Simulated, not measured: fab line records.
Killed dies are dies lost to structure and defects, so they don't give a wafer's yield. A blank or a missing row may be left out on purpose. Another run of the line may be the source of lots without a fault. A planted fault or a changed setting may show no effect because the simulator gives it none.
fab line records	flow gf180mcu
record lots=14	wafers=42	lastDay=34
route steps=602 shown MVSD@74 DUAL_GATE@152 HV_LDD@231
lots that met no fault: from a run of the same line without faults
startH: start of the lot's first displayed wafer, in hours after the record's first day	waitH: hours elapsed since this lot's preceding step	" unchanged from the row above	L1.1+2: one row covering several wafers at once	- either no value or no given start	* or withheld: withheld	< > ~ a bound
route shown NAME@n: NAME is a module with steps in the file, n the number in the route of the first one	usual: average and standard deviation across the fault-free wafers	same: alike in all rows	chamber/n: place in a boat	sites: readings site by site	_std_site: the values' standard deviation	_edge_site: inner sites' mean taken away from outer sites' mean	radiusMm: how far each site lies from the wafer's centre	mask NAME#n: copy n	behind: tool/chamber where the wafer was last shaped	hold: what put the lot on hold/how long, in hours/how the hold closed	device: transistor that didn't switch, given as n, p or np	end of line: at the end of the route, the tests of the same wafers	a step without rows: its recipe alone	killed: the dies lost at the first sort to structure and to defects; this is not the yield of the wafer	map: dies across one wafer; x = killed, . = not, _ = none there
set.NAME: the setting the step ran with; set.NAME@STEP: the setting that earlier step ran with	model.NAME: the simulator's own value behind a step, which no gauge read
steps of the route over a sample of lots; a table a step, a row a wafer
services: a tool's chamber out of use, with start hour (startH, from the record's first day; less than 0 if before it), hours out, and reason
## steps
# step GF_MVSD_IMPLANT_08
# recipe species=P	energyKev=400	doseCm2=1.6e+13	tiltDeg=0
# usual beamEnergyKeV=399.99/0.13
lot.wafer	tool	chamber	startH	waitH	beamEnergyKeV
L577.2	implanter-03	0	82.27	0.0	399.95
L577.3	"	0	"	"	400.09
L577.5	"	0	"	"	400.02
L579.3	implanter-03	0	99.68	0.1	400.10
L579.4	"	0	"	"	400.08
L579.5	"	0	"	"	399.94
L581.2	implanter-02	0	106.45	0.0	399.96
L581.3	"	0	"	"	399.82
L581.4	"	0	"	"	399.82
L582.1	implanter-04	0	117.78	0.0	400.13
L582.2	"	0	"	"	400.07
L582.5	"	0	"	"	399.84
L584.1	implanter-03	0	128.44	0.0	400.11
L584.2	"	0	"	"	400.18
L584.4	"	0	"	"	400.16
L585.4	implanter-02	0	129.17	0.1	399.88
L585.5	"	0	"	"	399.83
L585.6	"	0	"	"	399.92
L586.4	implanter-02	0	133.10	0.1	399.91
L586.5	"	0	"	"	399.84
L586.6	"	0	"	"	400.05
L588.2	implanter-03	0	146.70	0.0	399.82
L588.3	"	0	"	"	400.12
L588.5	"	0	"	"	400.11
L589.1	implanter-02	0	150.79	0.0	399.92
L589.5	"	0	"	"	399.89
L589.6	"	0	"	"	399.87
L593.1	implanter-04	0	172.99	0.0	399.93
L593.3	"	0	"	"	399.92
L593.6	"	0	"	"	400.08
L597.2	implanter-02	0	198.80	0.0	354.06
L597.3	"	0	"	"	354.07
L597.6	"	0	"	"	354.10
L598.1	implanter-02	0	203.98	0.0	354.13
L598.5	"	0	"	"	353.98
L598.6	"	0	"	"	354.09
L599.1	implanter-04	0	212.82	0.0	399.97
L599.4	"	0	"	"	400.14
L599.5	"	0	"	"	399.87
L600.1	implanter-03	0	216.92	0.0	399.82
L600.5	"	0	"	"	399.92
L600.6	"	0	"	"	400.03
# step GF_VT_IMPLANT_RS_MEAS_46
# recipe thkMeasGauge=four-point-probe
# usual MVSD_RS=456.3/1.1
lot.wafer	tool	chamber	startH	waitH	MVSD_RS[ohm/sq]
L577.2	filmMetro-02	-	159.01	0.1	456.8
L577.3	"	-	"	"	456.5
L577.5	"	-	"	"	455.3
L579.3	filmMetro-01	-	177.18	0.1	456.7
L579.4	"	-	"	"	456.2
L579.5	"	-	"	"	456.7
L581.2	filmMetro-01	-	186.11	0.1	457.5
L581.3	"	-	"	"	456.9
L581.4	"	-	"	"	457.5
L582.1	filmMetro-03	-	197.98	0.1	456.4
L582.2	"	-	"	"	455.3
L582.5	"	-	"	"	457.2
L584.1	filmMetro-02	-	209.88	0.1	456.0
L584.2	"	-	"	"	456.6
L584.4	"	-	"	"	455.9
L585.4	filmMetro-01	-	210.10	0.1	458.7
L585.5	"	-	"	"	458.7
L585.6	"	-	"	"	458.8
L586.4	filmMetro-02	-	214.89	0.1	455.1
L586.5	"	-	"	"	456.6
L586.6	"	-	"	"	456.0
L588.2	filmMetro-03	-	232.25	0.1	454.3
L588.3	"	-	"	"	454.8
L588.5	"	-	"	"	454.0
L589.1	filmMetro-02	-	236.13	0.1	456.8
L589.5	"	-	"	"	457.4
L589.6	"	-	"	"	456.8
L593.1	filmMetro-03	-	261.14	0.1	456.2
L593.3	"	-	"	"	457.0
L593.6	"	-	"	"	456.2
L597.2	filmMetro-02	-	290.37	0.1	466.8
L597.3	"	-	"	"	466.5
L597.6	"	-	"	"	466.2
L598.1	filmMetro-03	-	299.25	0.1	467.9
L598.5	"	-	"	"	467.0
L598.6	"	-	"	"	468.6
L599.1	filmMetro-01	-	307.35	0.1	456.2
L599.4	"	-	"	"	455.5
L599.5	"	-	"	"	457.3
L600.1	filmMetro-03	-	311.65	0.1	455.5
L600.5	"	-	"	"	457.3
L600.6	"	-	"	"	456.4
# step GF_DUAL_GATE_OVL_MEAS_11
# usual DUAL_GATE_OVL=0.4/1.5
lot.wafer	tool	chamber	startH	waitH	DUAL_GATE_OVL[nm]
L577.2	overlay-01	-	176.66	0.1	0.9
L577.3	"	-	"	"	-0.8
L577.5	"	-	"	"	-0.7
L579.3	overlay-01	-	195.72	0.1	-0.5
L579.4	"	-	"	"	-1.7
L579.5	"	-	"	"	0.0
L581.2	overlay-01	-	205.41	0.1	2.5
L581.3	"	-	"	"	0.3
L581.4	"	-	"	"	0.7
L582.1	overlay-02	-	217.90	0.1	-1.1
L582.2	"	-	"	"	1.2
L582.5	"	-	"	"	-0.1
L585.4	overlay-01	-	232.07	0.1	2.1
L585.5	"	-	"	"	1.3
L585.6	"	-	"	"	-0.2
L584.1	overlay-01	-	232.30	0.1	1.1
L584.2	"	-	"	"	1.8
L584.4	"	-	"	"	1.5
L586.4	overlay-01	-	234.47	0.1	2.7
L586.5	"	-	"	"	1.7
L586.6	"	-	"	"	3.1
L588.2	overlay-02	-	252.66	0.1	1.4
L588.3	"	-	"	"	0.9
L588.5	"	-	"	"	-0.2
L589.1	overlay-02	-	260.55	0.1	1.1
L589.5	"	-	"	"	1.2
L589.6	"	-	"	"	2.9
L593.1	overlay-01	-	282.15	0.1	1.9
L593.3	"	-	"	"	1.3
L593.6	"	-	"	"	2.0
L597.2	overlay-02	-	315.04	0.1	-0.3
L597.3	"	-	"	"	0.8
L597.6	"	-	"	"	1.7
L598.1	overlay-02	-	321.80	0.1	-0.3
L598.5	"	-	"	"	-1.5
L598.6	"	-	"	"	0.4
L599.1	overlay-02	-	330.60	0.1	-0.5
L599.4	"	-	"	"	0.7
L599.5	"	-	"	"	1.0
L600.1	overlay-02	-	334.65	0.1	-1.9
L600.5	"	-	"	"	-1.9
L600.6	"	-	"	"	1.0
# step GF_HV_LDD_THK_MEAS_55
# recipe reads=SiO2_of_HV_LDD_CVD_54
# usual HV_LDD_CVD_54_THK=10.05/0.12
lot.wafer	tool	chamber	startH	waitH	HV_LDD_CVD_54_THK[nm]
L577.2	filmMetro-01	-	272.39	0.0	9.98
L577.3	"	-	"	"	9.97
L577.5	"	-	"	"	10.09
L579.3	filmMetro-01	-	295.93	0.0	9.97
L579.4	"	-	"	"	9.96
L579.5	"	-	"	"	10.03
L581.2	filmMetro-03	-	307.38	0.0	10.27
L581.3	"	-	"	"	10.30
L581.4	"	-	"	"	10.31
L582.1	filmMetro-03	-	327.13	0.0	10.07
L582.2	"	-	"	"	10.01
L582.5	"	-	"	"	10.17
L585.4	filmMetro-03	-	338.90	0.0	9.94
L585.5	"	-	"	"	9.97
L585.6	"	-	"	"	9.93
L584.1	filmMetro-02	-	339.89	0.0	10.10
L584.2	"	-	"	"	10.06
L584.4	"	-	"	"	10.22
L586.4	filmMetro-02	-	342.91	0.0	9.94
L586.5	"	-	"	"	10.04
L586.6	"	-	"	"	10.04
L588.2	filmMetro-01	-	363.09	0.0	9.96
L588.3	"	-	"	"	10.01
L588.5	"	-	"	"	9.90
L589.1	filmMetro-01	-	374.16	0.0	9.97
L589.5	"	-	"	"	9.93
L589.6	"	-	"	"	9.88
L593.1	filmMetro-01	-	395.97	0.0	10.21
L593.3	"	-	"	"	10.29
L593.6	"	-	"	"	10.23
L597.2	filmMetro-01	-	432.85	0.0	10.11
L597.3	"	-	"	"	10.22
L597.6	"	-	"	"	10.17
L598.1	filmMetro-02	-	442.37	0.0	10.16
L598.5	"	-	"	"	9.98
L598.6	"	-	"	"	10.13
L599.1	filmMetro-03	-	453.38	0.0	10.09
L599.4	"	-	"	"	10.13
L599.5	"	-	"	"	10.18
L600.1	filmMetro-01	-	456.03	0.0	9.91
L600.5	"	-	"	"	10.01
L600.6	"	-	"	"	10.01
# step GF_HV_LDD_THK_MEAS_57
# recipe reads=Si3N4_of_HV_LDD_CVD_56
# usual HV_LDD_CVD_56_THK=90.0/0.73
lot.wafer	tool	chamber	startH	waitH	HV_LDD_CVD_56_THK[nm]
L577.2	filmMetro-02	-	273.87	0.0	89.9
L577.3	"	-	"	"	89.4
L577.5	"	-	"	"	89.3
L579.3	filmMetro-01	-	297.42	0.0	89.5
L579.4	"	-	"	"	89.1
L579.5	"	-	"	"	89.8
L581.2	filmMetro-03	-	308.87	0.0	90.1
L581.3	"	-	"	"	88.9
L581.4	"	-	"	"	89.5
L582.1	filmMetro-03	-	330.01	0.0	92.1
L582.2	"	-	"	"	91.5
L582.5	"	-	"	"	91.7
L585.4	filmMetro-03	-	340.84	0.0	90.8
L585.5	"	-	"	"	90.5
L585.6	"	-	"	"	90.2
L584.1	filmMetro-03	-	341.38	0.0	91.7
L584.2	"	-	"	"	91.7
L584.4	"	-	"	"	90.5
L586.4	filmMetro-03	-	344.40	0.0	90.1
L586.5	"	-	"	"	89.9
L586.6	"	-	"	"	90.4
L588.2	filmMetro-02	-	365.00	0.0	90.0
L588.3	"	-	"	"	90.4
L588.5	"	-	"	"	89.5
L589.1	filmMetro-03	-	375.65	0.0	89.1
L589.5	"	-	"	"	88.2
L589.6	"	-	"	"	89.7
L593.1	filmMetro-01	-	397.46	0.0	88.2
L593.3	"	-	"	"	88.9
L593.6	"	-	"	"	88.7
L597.2	filmMetro-02	-	434.34	0.0	90.2
L597.3	"	-	"	"	89.6
L597.6	"	-	"	"	89.6
L598.1	filmMetro-02	-	443.86	0.0	90.1
L598.5	"	-	"	"	90.7
L598.6	"	-	"	"	90.0
L599.1	filmMetro-02	-	454.87	0.0	91.0
L599.4	"	-	"	"	90.0
L599.5	"	-	"	"	90.2
L600.1	filmMetro-02	-	457.52	0.0	89.4
L600.5	"	-	"	"	89.1
L600.6	"	-	"	"	89.4
## services
tool	chamber	startH	hours	kind
implanter-04	-	130.28	5.8	pm
implanter-02	-	157.52	14.2	repair
implanter-02	-	173.98	1.4	repair
implanter-04	-	176.76	1.9	repair
## key
firstSign step=GF_MVSD_IMPLANT_08	reading=beamEnergyKeV	direction=down	sigmas=99+	usual=399.99	struck=354.08
effect step=GF_VT_IMPLANT_RS_MEAS_46	reading=MVSD_RS	direction=up	sigmas=10	usual=456.3	struck=467.2
metAt GF_MVSD_IMPLANT_08
struckLots L597,L598
testerLeftOut L597,L598
notActingAt GF_DUAL_GATE_OVL_MEAS_11,GF_HV_LDD_THK_MEAS_55,GF_HV_LDD_THK_MEAS_57
onsetBetween 150.79 198.80
fault kind=processParameterDrift	tool=implanter-02	chamber=-	onsetH=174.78	steps=GF_MVSD_IMPLANT_08	channel=energyKev	offset=-45.942	shape=step	endH=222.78	actsIn=theseRecipesOnly	stated=400
# testerLeftOut: of these lots the tester's yield and bins aren't shown, on N5 and GAA mostly nor the transistor test; their killed dies are dies lost to structure and defects alone, not to doping, threshold or leakage, so they don't give the yield
